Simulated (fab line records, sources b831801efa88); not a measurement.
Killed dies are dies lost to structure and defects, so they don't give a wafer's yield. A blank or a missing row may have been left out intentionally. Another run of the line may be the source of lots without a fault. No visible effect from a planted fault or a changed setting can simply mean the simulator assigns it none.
2 desks, one fault    flow gf180mcu    every desk sees just its own numbers, and what lay behind them comes last

## TOOL OWNER'S DESK, rie diel-04
The tool's own readings at GF_STI_ETCH_13 (etches the open film in CHF3/O2, stops on Si, target depth 282.31 nm, time 112.9 s): means of the sampled wafers that have a number, for each lot that ran on this tool. The brackets show how far a lot's mean lies from the usual mean; more than 4 standard deviations puts the lot out of limits, marked OUT.
Columns: A = drypump motor current A at GF_STI_ETCH_13, usual 5.8 A; B = oes product au at GF_STI_ETCH_13, usual 0.830 a.u.; C = throttle valve pct at GF_STI_ETCH_13, usual 8.809 %
lot   first seen here  A    B      C
L635  day 2 01:46      6.1  0.830  8.811
L637  day 2 13:49      6.1  0.825  8.801
L641  day 3 08:30      6.1  0.832  8.815
L643  day 3 18:04      5.9  0.837  8.800
L655  day 6 07:56      5.9  0.824  8.804
Result from this desk: across the 5 lots, nothing is out of limits.

## THE METROLOGY DESK
What the gauges read for every lot (on any tool): the sampled wafers with a number, averaged. The brackets show how far a lot's mean lies from the usual mean; more than 4 standard deviations puts the lot out of limits, marked OUT.
Columns: A = MVPSD_OVL at GF_MVPSD_OVL_MEAS_07, usual 0.8 nm
lot   first seen here  A
L635  day 5 00:56      1.6
L636  day 5 05:34      -1.3
L637  day 5 14:39      3.3
L639  day 6 00:17      1.3
L640  day 6 07:08      0.8
L641  day 6 10:38      -0.2
L643  day 6 21:39      1.9
L651  day 8 21:11      -0.8
L653  day 9 10:08      -0.4
L654  day 10 02:32     2.5
L655  day 10 02:37     -0.5
L656  day 10 12:48     -1.0
L657  day 10 13:09     0.1
Result from this desk: across the 13 lots, nothing is out of limits.

## ALL TOGETHER
The tool owner's desk saw nothing out of limits.
The metrology desk saw nothing out of limits.

## WHAT THE SIMULATOR PUT IN
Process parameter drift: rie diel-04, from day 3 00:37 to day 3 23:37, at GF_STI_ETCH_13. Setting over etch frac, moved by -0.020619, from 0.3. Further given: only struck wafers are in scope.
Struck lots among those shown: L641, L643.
